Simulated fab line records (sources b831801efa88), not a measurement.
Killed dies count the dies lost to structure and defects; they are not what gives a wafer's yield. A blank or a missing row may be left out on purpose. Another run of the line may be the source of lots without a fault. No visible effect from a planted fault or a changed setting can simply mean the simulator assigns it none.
Which of the tools did it? | flow gf180mcu | Sampling: 12 lots, 36 wafers, 4 of 602 route steps

WHAT THE GAUGES SHOWED, per wafer
GF_VT_IMPLANT_OVL_MEAS_07. Usual: VT_IMPLANT_OVL typically reads -1.1 nm, with standard deviation 1.4.
lot  | measured     | on         | VT_IMPLANT_OVL (nm) | flag
L506 | day 6 02:46  | overlay-01 | 0.3 1.6 -0.1        |
L507 | day 6 09:31  | overlay-01 | -2.7 -2.5 -1.4      |
L508 | day 6 14:49  | overlay-02 | -1.1 -0.1 -0.6      |
L516 | day 8 16:58  | overlay-02 | - - -               | OFF
L517 | day 9 00:19  | overlay-02 | - - -               | OFF
L518 | day 9 07:50  | overlay-01 | - - -               | OFF
L519 | day 9 13:41  | overlay-02 | 1.8 -1.1 0.6        |
L520 | day 9 17:37  | overlay-01 | -1.4 -0.8 -1.7      |
L521 | day 9 23:59  | overlay-02 | -0.6 -2.7 -2.3      |
L523 | day 10 12:53 | overlay-01 | 0.0 -1.1 -2.0       |
L525 | day 11 01:28 | overlay-01 | -1.2 -2.0 -1.1      |
L527 | day 11 13:47 | overlay-01 | -0.4 -1.0 -1.8      |

GF_VT_IMPLANT_TW_MEAS_21. Usual: VT_IMPLANT_2_TW typically reads 1219, with standard deviation 8.3.
lot  | measured     | on            | VT_IMPLANT_2_TW | flag
L506 | day 6 17:50  | film metro-01 | 1223 1227 1223  |
L507 | day 7 01:23  | film metro-03 | 1231 1223 1222  |
L508 | day 7 06:52  | film metro-02 | 1207 1207 1204  |
L516 | day 9 10:11  | film metro-03 | 1256 1263 1261  | OFF
L517 | day 9 18:01  | film metro-02 | 1244 1242 1232  |
L518 | day 10 01:56 | film metro-03 | 1260 1259 1256  | OFF
L519 | day 10 07:19 | film metro-01 | 1216 1221 1225  |
L520 | day 10 11:45 | film metro-02 | 1200 1210 1202  |
L521 | day 10 18:36 | film metro-01 | 1224 1223 1230  |
L523 | day 11 07:37 | film metro-01 | 1226 1233 1230  |
L525 | day 11 20:58 | film metro-03 | 1219 1220 1218  |
L527 | day 12 08:47 | film metro-03 | 1224 1228 1224  |

GF_VT_IMPLANT_TW_MEAS_32. Usual: VT_IMPLANT_3_TW typically reads 269.6, with standard deviation 2.
lot  | measured     | on            | VT_IMPLANT_3_TW   | flag
L506 | day 7 09:50  | film metro-03 | 269.7 270.0 268.8 |
L507 | day 7 17:38  | film metro-03 | 271.2 270.3 270.0 |
L508 | day 7 22:35  | film metro-01 | 269.1 270.8 269.7 |
L516 | day 10 03:27 | film metro-03 | 586.6 589.5 583.7 | OFF
L517 | day 10 11:41 | film metro-01 | 582.5 578.8 580.9 | OFF
L518 | day 10 19:56 | film metro-03 | 584.5 584.7 584.1 | OFF
L519 | day 11 01:43 | film metro-03 | 268.6 269.8 270.2 |
L520 | day 11 06:13 | film metro-01 | 271.4 270.1 270.9 |
L521 | day 11 12:29 | film metro-03 | 270.3 269.8 269.0 |
L523 | day 12 02:01 | film metro-03 | 270.2 271.8 271.6 |
L525 | day 12 15:43 | film metro-03 | 270.4 270.4 273.5 |
L527 | day 13 04:17 | film metro-02 | 266.9 265.4 265.4 |

WHICH TOOL RAN EACH LOT (tool, then ch and the chambers of the sampled wafers, then the start)
lot  | GF_VT_IMPLANT_COAT_02
L506 | litho track-03 ch 0, day 5 19:29
L507 | litho track-02 ch 0, day 6 01:53
L508 | litho track-02 ch 0, day 6 06:55
L516 | litho track-02, day 8 08:28
L517 | litho track-03, day 8 16:11
L518 | litho track-02, day 8 23:13
L519 | litho track-03 ch 0, day 9 05:05
L520 | litho track-02 ch 0, day 9 08:44
L521 | litho track-02 ch 0, day 9 15:07
L523 | litho track-02 ch 0, day 10 03:50
L525 | litho track-02 ch 0, day 10 16:29
L527 | litho track-03 ch 0, day 11 04:02
- GF_VT_IMPLANT_COAT_02: resist thk 1000 nm.

AS READ BY THE TOOLS THEMSELVES (means over the sampled wafers that have a number; for cases with no such wafer, the mark the record gives instead)
GF_VT_IMPLANT_COAT_02. Usual: chill plate temp C 23.00 C, standard deviation 0.092; dispense pressure kPa 50 kPa, standard deviation 3.1.
lot  | tool           | chill plate temp C (C) | dispense pressure kPa (kPa) | flag
L506 | litho track-03 | 22.97                  | 56                          |
L507 | litho track-02 | 23.15                  | 49                          |
L508 | litho track-02 | 23.05                  | 49                          |
L516 | litho track-02 | -                      | -                           | OFF
L517 | litho track-03 | -                      | -                           | OFF
L518 | litho track-02 | -                      | -                           | OFF
L519 | litho track-03 | 23.03                  | 56                          |
L520 | litho track-02 | 23.02                  | 49                          |
L521 | litho track-02 | 23.15                  | 49                          |
L523 | litho track-02 | 23.05                  | 49                          |
L525 | litho track-02 | 23.06                  | 49                          |
L527 | litho track-03 | 23.01                  | 56                          |

THE ANSWER, worked out from the rows above alone
Rule: take the mean of a lot's wafers that have a number; if it is more than 3 standard deviations from the usual mean, the lot is off. A lot without any number at a reading at which 4 lots or more have one is off too. Any other lot the step has rows for is counted as sound. Order of review: gauges by route order, followed by the tools' own readings, for which a lot's mean as printed above is used. At the first step where some lot is off, the reading lying furthest off is the one used; lots without a number count as furthest.
Off: at GF_VT_IMPLANT_OVL_MEAS_07 (VT_IMPLANT_OVL), L516, L517, L518. Without a number there: L516, L517, L518.
If a tool, at a process step before that reading, ran all the lots that are off and no sound lot after the first of them, it fits. Not tried: the gauges at GF_VT_IMPLANT_OVL_MEAS_07; whatever is off there is also off at GF_VT_IMPLANT_TW_MEAS_32, on other tools, and gauge error can't account for it. None of those tried fits.

WHAT THE SIMULATOR HAD PUT IN
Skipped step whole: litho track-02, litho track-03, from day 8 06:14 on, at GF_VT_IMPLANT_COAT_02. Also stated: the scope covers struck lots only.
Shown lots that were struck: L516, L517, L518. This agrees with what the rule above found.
